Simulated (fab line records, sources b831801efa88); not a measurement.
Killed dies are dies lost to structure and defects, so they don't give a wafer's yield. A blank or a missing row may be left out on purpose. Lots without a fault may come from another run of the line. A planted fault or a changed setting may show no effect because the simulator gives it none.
A struck lot beside a sound one | flow sky130 | 37 steps out of a route of 708
Sound: wafers L668.1, L668.2, L668.4. Struck: wafers L662.1, L662.2, L662.6. The cause comes at the end.
At each step with rows: each side's tool, then ch and its chambers, then its first start. Under that, the readings that differ: sound wafers | struck wafers | difference of the means | sigmas: that difference in standard deviations of wafers without a fault.
alike: readings whose means differ by less than 2 such deviations, and words and numbers that are the same on both sides. not compared: withheld readings, readings that some wafer has no value for, bounds like >300 that may hide the same value, and numbers for which the record gives no deviation and whose values overlap.
The two part at a step that has a row with sigmas, a row that says differs or no value, or rows on one side only. Numbers that don't overlap but have no deviation are shown without sigmas and don't part them. A reading that every wafer of one side lacks parts them only if that side has two wafers or more.

first, 9 steps without rows for these wafers: SKY_VIA2_SPUTTER_20 (material TiN, target thk 20 nm, time 80 s); SKY_VIA2_CVD_21 (deposits W, target thk 420 nm, time 126.4 s); SKY_VIA2_CMP_24 (polishes, stops on SiO2, t overpolish 20 s, target thk 0 nm); SKY_METAL3_SPUTTER_00 (material Ti, target thk 15 nm, time 10 s); SKY_METAL3_SPUTTER_01 (material TiN, target thk 20 nm, time 16.7 s); SKY_METAL3_SPUTTER_02 (material AlCu, target thk 735 nm, time 39.1 s); SKY_METAL3_SPUTTER_03 (material Ti, target thk 5 nm, time 3.3 s); SKY_METAL3_SPUTTER_04 (material TiN, target thk 70 nm, time 58.3 s); SKY_CAPM_CVD_00 (deposits SiO2, target thk 15.5 nm).
SKY_CAPM_SPUTTER_02: material TiN, target thk 200 nm, time 166.7 s.
  sound on pvd_sputter-04, day 42 16:47; struck on pvd_sputter-02, day 41 02:28
  reading                                  | sound                | struck               | difference | sigmas
  cathode_dc_power_W (W)                   | 6499.0 6500.2 6501.2 | 6275.4 6273.9 6273.7 | -225.8     | -99 or more
  model.TiN_of_CAPM_SPUTTER_02.thk_nm (nm) | 197.8 197.8 198.4    | 194.6 194.1 194.2    | -3.7       |
  alike: throttle_valve_pct
SKY_CAPM_RS_MEAS_03: measures by four-point-probe.
  sound on film_metro-01, day 42 16:53; struck on film_metro-04, day 41 02:52
  reading              | sound          | struck         | difference | sigmas
  CAPM_TIN_RS (ohm/sq) | 7.00 6.98 6.95 | 7.11 7.12 7.12 | +0.14      | +2
  not compared: hold
SKY_CAPM_THK_MEAS_04: measures by xrf.
  sound on film_metro-01, day 42 17:01; struck on film_metro-04, day 41 08:23
  reading | sound | struck                                                                     | difference                   | sigmas
  hold    | - - - | await_dispo/5.4h/release await_dispo/5.4h/release await_dispo/5.4h/release | no value on the sound wafers |
  alike: CAPM_TIN_THK
then, 6 steps without rows for these wafers: SKY_CAPM_HMDS_06 (prime time 60 s); SKY_CAPM_COAT_07 (resist thk 1140 nm); SKY_CAPM_SOFTBAKE_08 (time 60 s); SKY_CAPM_EXPOSE_09 (exposes mask CAPM, target cd 1000 nm); SKY_CAPM_PEB_10; SKY_CAPM_DEVELOP_11 (develop time 60 s).
SKY_CAPM_METAL_ETCH_13: etches TiN in Cl2/BCl3, stops on SiO2, target depth 220 nm, time 62.9 s.
  sound on rie_metal-01 ch 0,1, day 43 16:07; struck on rie_metal-03 ch 0,1, day 42 01:55
  reading                          | sound             | struck            | difference | sigmas
  drypump_motor_current_A (A)      | 5.2 5.4 5.3       | 6.5 6.0 6.0       | +0.9       | +2
  model.CAPM.feature_depth_nm (nm) | 197.8 197.8 198.4 | 194.6 194.1 194.2 | -3.7       |
  model.etch.depth_nm (nm)         | 197.8 197.8 198.4 | 194.6 194.1 194.2 | -3.7       |
  alike: oes_product_au, throttle_valve_pct
  not compared: rf_hours_counter_h
then, 16 steps without rows for these wafers: SKY_CAPM_STRIP_14 (strips in O2/N2); SKY_CAPM_STRIP_15 (strips in post etch residue remover, time 1200 s); SKY_CAPM_CLEAN_16 (cleans in IPA, time 180 s); SKY_CAPM_CLEAN_17 (cleans in O3/DIW); SKY_METAL3_DEHYDRATE_05 (time 60 s); SKY_METAL3_HMDS_06 (prime time 60 s); SKY_METAL3_COAT_07 (resist thk 60 nm); SKY_METAL3_COAT_08 (resist thk 1140 nm); SKY_METAL3_SOFTBAKE_09 (time 90 s); SKY_METAL3_EXPOSE_10 (exposes mask MM3, target cd 300 nm); SKY_METAL3_PEB_11; SKY_METAL3_DEVELOP_12 (develop time 60 s); SKY_METAL3_DESCUM_15 (chemistry O2, time 8 s); SKY_METAL3_ETCH_16 (etches BARC in N2/H2, stops on SiO2, time 88.2 s, target depth 60 nm); SKY_METAL3_ETCH_17 (etches SiO2 in C4F8/O2/Ar, stops on TiN, time 3.9 s, target depth 15 nm); SKY_METAL3_METAL_ETCH_18 (etches the open film in Cl2/BCl3, stops on SiO2, target depth 845 nm, time 183.1 s).
SKY_METAL3_STRIP_20: strips in post etch residue remover, time 1200 s.
  sound on wet_bench-01 ch 2, day 44 15:19; struck on wet_bench-04 ch 3, day 43 02:29
  reading                                  | sound             | struck            | difference | sigmas
  model.TiN_of_CAPM_SPUTTER_02.thk_nm (nm) | 196.9 196.9 197.6 | 193.8 193.3 193.4 | -3.6       |
-- the record jumps here: 6 days lie between the struck wafers' starts before and after (it left off in module METAL3 and takes up again in module PAD_OPEN, whose first step shown is number 708 of the route) --
SKY_PAD_OPEN_PROBE_99:
  sound on prober-01, day 50 14:49; struck on prober-01, day 49 13:17
  reading                          | sound            | struck         | difference | sigmas
  model.etest.cap_mim.plate_ohm_sq | 6.102 6.119 6.08 | 6.21 6.2 6.235 | +0.11      |
  alike: defect_limited_yield, killed_at_M0_to_M3, killed_at_M4_up, killed_at_contacts, killed_at_front_end, killed_at_other, killed_dies, killed_on_rim, killed_open, killed_short, sort_bin_3_pad_short, sort_bin_5_function, sort_bin_6_memory, sort_n_pass, sort_yield_pct

WHERE THEY PART
First at SKY_CAPM_SPUTTER_02; last, within this record, at SKY_CAPM_METAL_ETCH_13. Later steps at which nothing parts them and some readings are alike: SKY_PAD_OPEN_PROBE_99.

WHY: what the simulator had put in
Process parameter drift: pvd_sputter-02, from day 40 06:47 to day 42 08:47, at SKY_CAPM_SPUTTER_02. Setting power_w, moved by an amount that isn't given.
